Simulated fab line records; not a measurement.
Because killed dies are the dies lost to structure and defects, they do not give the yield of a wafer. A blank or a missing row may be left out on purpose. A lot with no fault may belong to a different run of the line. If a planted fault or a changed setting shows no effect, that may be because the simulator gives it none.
Which tool did it? ; flow gf180mcu ; 36 wafers from 12 lots sampled at 4 of the route's 602 steps

== WHAT EACH GAUGE READ, for each wafer ==
GF_V2_THK_MEAS_03. Usual: for V2_CVD_02_THK the level is 853 nm and the standard deviation is 11.
lot;measured;on;V2_CVD_02_THK (nm);flag
L798;day 20 06:00;film-metro-01;858 854 848;
L800;day 20 11:24;film-metro-02;822 838 845;
L802;day 21 15:56;film-metro-02;842 854 844;
L804;day 22 03:22;film-metro-04;842 842 855;
L812;day 24 14:52;film-metro-02;841 842 861;
L813;day 25 00:01;film-metro-01;846 849 860;
L814;day 25 09:31;film-metro-04;844 840 866;
L815;day 25 12:41;film-metro-04;853 856 847;
L816;day 25 17:42;film-metro-02;838 865 844;
L818;day 26 13:34;film-metro-01;862 858 873;
L819;day 26 15:33;film-metro-04;841 846 864;
L820;day 26 20:02;film-metro-02;835 857 856;

GF_V2_CD_MEAS_14: the cd target is 260 nm. Usual: cd-nm at 259.8 nm, with a standard deviation of 1.3.
lot;measured;on;cd-nm (nm);flag
L798;day 21 06:22;cd-sem-01;259.7 260.8 259.8;
L800;day 21 12:27;cd-sem-01;258.6 257.3 259.0;
L802;day 22 15:31;cd-sem-02;268.6 268.7 270.0 268.9 269.0 269.8;OFF
L804;day 23 02:23;cd-sem-02;267.4 268.7 267.2 267.2 268.4 267.2;OFF
L812;day 25 12:37;cd-sem-02;259.0 259.8 259.4;
L813;day 25 21:52;cd-sem-01;260.7 261.5 260.7;
L814;day 26 06:30;cd-sem-01;260.2 260.3 259.3;
L815;day 26 09:38;cd-sem-02;261.6 261.5 261.2;
L816;day 26 14:27;cd-sem-01;259.4 260.3 259.1;
L818;day 27 09:28;cd-sem-02;257.3 259.6 258.4;
L819;day 27 12:13;cd-sem-02;259.9 260.6 260.0;
L820;day 27 16:49;cd-sem-01;259.3 260.0 260.0;

== TOOL THAT RAN EACH LOT (tool first, then ch and the chambers of the sampled wafers, then the start) ==
lot;GF_V1_CVD_23;GF_V2_SOFTBAKE_10
L798;cvd-w-01 ch 0,1, day 19 03:40;litho-track-02 ch 0, day 20 18:00
L800;cvd-w-01 ch 0,1, day 19 09:44;litho-track-02 ch 0, day 21 00:00
L802;cvd-w-02 ch 0,1, day 20 14:29;litho-track-02 ch 0, day 22 03:00
L804;cvd-w-01 ch 0,1, day 21 01:36;litho-track-02 ch 0, day 22 15:00
L812;cvd-w-02 ch 0,1, day 23 14:55;litho-track-03 ch 0, day 25 01:00
L813;cvd-w-01 ch 0,1, day 24 00:26;litho-track-03 ch 0, day 25 11:00
L814;cvd-w-02 ch 0,1, day 24 10:20;litho-track-02 ch 0, day 25 20:00
L815;cvd-w-02 ch 0,1, day 24 13:40;litho-track-02 ch 0, day 25 23:00
L816;cvd-w-01 ch 0,1, day 24 19:08;litho-track-02 ch 0, day 26 04:00
L818;cvd-w-02 ch 0,1, day 25 14:32;litho-track-04 ch 0, day 26 23:00
L819;cvd-w-02 ch 0,1, day 25 17:41;litho-track-03 ch 0, day 27 01:00
L820;cvd-w-02 ch 0,1, day 25 21:34;litho-track-04 ch 0, day 27 06:00
- GF_V1_CVD_23: deposits W, target thk 350 nm, time 105.05 s.
- GF_V2_SOFTBAKE_10: time 60 s.

== AS READ BY THE TOOLS THEMSELVES (means over the sampled wafers that have a number; for cases with no such wafer, the mark the record gives instead) ==
GF_V1_CVD_23. Usual: chamber-pressure-Torr 40.00 Torr, standard deviation 0.096; heater-power-w 798 W, standard deviation 87.
lot;tool;chamber-pressure-Torr (Torr);heater-power-w (W);flag
L798;cvd-w-01;40.09;883;
L800;cvd-w-01;40.01;918;
L802;cvd-w-02;40.02;739;
L804;cvd-w-01;40.05;920;
L812;cvd-w-02;39.92;743;
L813;cvd-w-01;40.03;882;
L814;cvd-w-02;39.94;732;
L815;cvd-w-02;40.01;758;
L816;cvd-w-01;39.98;937;
L818;cvd-w-02;39.93;779;
L819;cvd-w-02;40.04;753;
L820;cvd-w-02;40.03;737;

GF_V2_SOFTBAKE_10. Usual: exhaust-pa 45.1 Pa, standard deviation 0.79; heater-power-total-W 93.05 W, standard deviation 0.062; plate-temp-C 129.99 C, standard deviation 0.13.
lot;tool;exhaust-pa (Pa);heater-power-total-W (W);plate-temp-C (C);flag
L798;litho-track-02;43.9;93.03;130.05;
L800;litho-track-02;45.4;93.10;129.98;
L802;litho-track-02;44.9;95.52;132.72;OFF
L804;litho-track-02;45.2;95.49;132.67;OFF
L812;litho-track-03;46.1;93.09;130.09;
L813;litho-track-03;44.5;93.09;129.93;
L814;litho-track-02;45.5;93.06;130.03;
L815;litho-track-02;45.3;93.09;130.00;
L816;litho-track-02;43.9;93.06;129.80;
L818;litho-track-04;45.0;93.01;129.98;
L819;litho-track-03;45.2;93.02;129.95;
L820;litho-track-04;45.0;93.08;130.19;

== THE ANSWER, worked out from the rows above alone ==
Rule: a lot is off if the mean of its wafers that have a number lies more than 3 standard deviations from the usual mean. A lot without any number at a reading at which 4 lots or more have one is off too. Where the step has rows for the other lots, those lots are counted as sound. Order of review: gauges by route order, followed by the tools' own readings, for which a lot's mean as printed above is used. At the first step where some lot is off, the reading lying furthest off is the one used; lots without a number count as furthest.
Off: L802, L804 (GF_V2_CD_MEAS_14, cd-nm).
If a tool, at a process step before that reading, ran all the lots that are off and no sound lot after the first of them, it fits. Not tried: the gauges at GF_V2_CD_MEAS_14; whatever is off there is also off at GF_V2_SOFTBAKE_10, on other tools, and gauge error can't account for it. Of those tried, none fits.

== WHAT THE SIMULATOR PUT IN ==
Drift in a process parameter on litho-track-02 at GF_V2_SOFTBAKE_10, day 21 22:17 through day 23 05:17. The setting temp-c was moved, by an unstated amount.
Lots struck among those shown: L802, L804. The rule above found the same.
